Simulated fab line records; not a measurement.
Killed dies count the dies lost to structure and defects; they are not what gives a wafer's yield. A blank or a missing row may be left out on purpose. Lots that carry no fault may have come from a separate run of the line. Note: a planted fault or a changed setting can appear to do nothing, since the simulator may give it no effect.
Problem report in the 8D (eight disciplines) form, filled by code    flow sky130    the parts of the form that need people (team, actions taken, sign-off) are left out

1. PROBLEM STATEMENT
Across 2 wafers from 2 lots, RES_XHIGH_TW at SKY_RES_XHIGH_TW_MEAS_09 averages 1469, while fault-free wafers read 1642 with a standard deviation of 9.6. Relative to the usual mean, that is a shift of -18 standard deviations.
The first sign was on wafer L670.1 at day 34 02:06, on film metro-02. The record holds 29 wafers of 10 lots with a number at this step. By rule, "out" or "out of limits" means more than 4 standard deviations away from the usual mean. Any other wafer with a number is counted as sound.

2. WHAT THIS IS AND IS NOT
question                     is                            is not
which readings at this step  RES_XHIGH_TW                  -
which lots                   L670, L671                    L652, L653, L655, L658, L663, L664, L665, L666
which wafers of those lots   L670.1, L671.6                L670.4, L671.2, L671.3
read on which gauges         film metro-02, film metro-03  film metro-04
when                         from day 34 02:06             up to then (25 sound wafers); but 2 sound wafers of L671 came after

3. SUSPECTS, AND WHAT RULES EACH OUT
Counting: a tool at a process step up to the reading stays a suspect if it ran every lot that is out. Sound lots after the first of them don't rule it out here, since some wafers of a struck lot are sound.
- the gauge at SKY_RES_XHIGH_TW_MEAS_09 has been ruled out. 2 gauges (film metro-02, film metro-03) read the wafers that are out.
- implanter-04 at SKY_RES_XHIGH_IMPLANT_07: kept. It processed each lot that is out (first: L670, day 34 01:51); up to then, its last sound lot is L665 (day 33 05:34).
- plasma asher-03 at SKY_RES_XHIGH_STRIP_08 (strips in O2/N2): kept. It processed each lot that is out (first: L670, day 34 02:00); up to then, its last sound lot is L665 (day 33 05:42).
The count leaves plasma asher-03 at SKY_RES_XHIGH_STRIP_08 and implanter-04 at SKY_RES_XHIGH_IMPLANT_07.

4. THE CAUSE (what the simulator had put in)
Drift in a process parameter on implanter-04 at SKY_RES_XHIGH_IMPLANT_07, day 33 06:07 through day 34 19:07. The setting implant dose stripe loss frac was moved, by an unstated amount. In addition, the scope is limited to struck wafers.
2 suspects survive the count, and this tool is in that group.

5. THE EFFECT CHAIN, in route order
One row per reading whose mean, taken over the struck wafers that have a number, lies over 3 standard deviations from the usual. Scope: only readings with a usual standard deviation given in the record; hours: median across lots of the time from each lot's start at the first step in this table that gives one to its start at this step; sigmas: change in usual standard deviations.
hours  step                      reading                   usual         on struck wafers  change  sigmas
0      SKY_RES_XHIGH_STRIP_08    strip time to endpoint s  14.26 s       14.14             -0.12   -3.1
0      SKY_RES_XHIGH_TW_MEAS_09  RES_XHIGH_TW              1642          1469              -173    -18
27     SKY_SD_N_RS_MEAS_18       RES_XHIGH_RS              333.3 ohm/sq  448.1             +114.8  +99 or more
Its process steps:
- SKY_RES_XHIGH_STRIP_08: strips in O2/N2.

6. WHAT WOULD HAVE CAUGHT IT SOONER
In this record the first reading out of limits at a measuring or inspecting step was taken at day 34 02:06, 20 hours after the fault began at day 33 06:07.
No tool reading at SKY_RES_XHIGH_IMPLANT_07 that has a usual standard deviation in the record was out on any struck wafer, so an alarm limit of 4 standard deviations on those readings would not have fired.
Among the 2 lots that are out, L671 began SKY_RES_XHIGH_IMPLANT_07 on implanter-04 after day 34 02:06. It would have been spared by a hold on the tool at that moment.
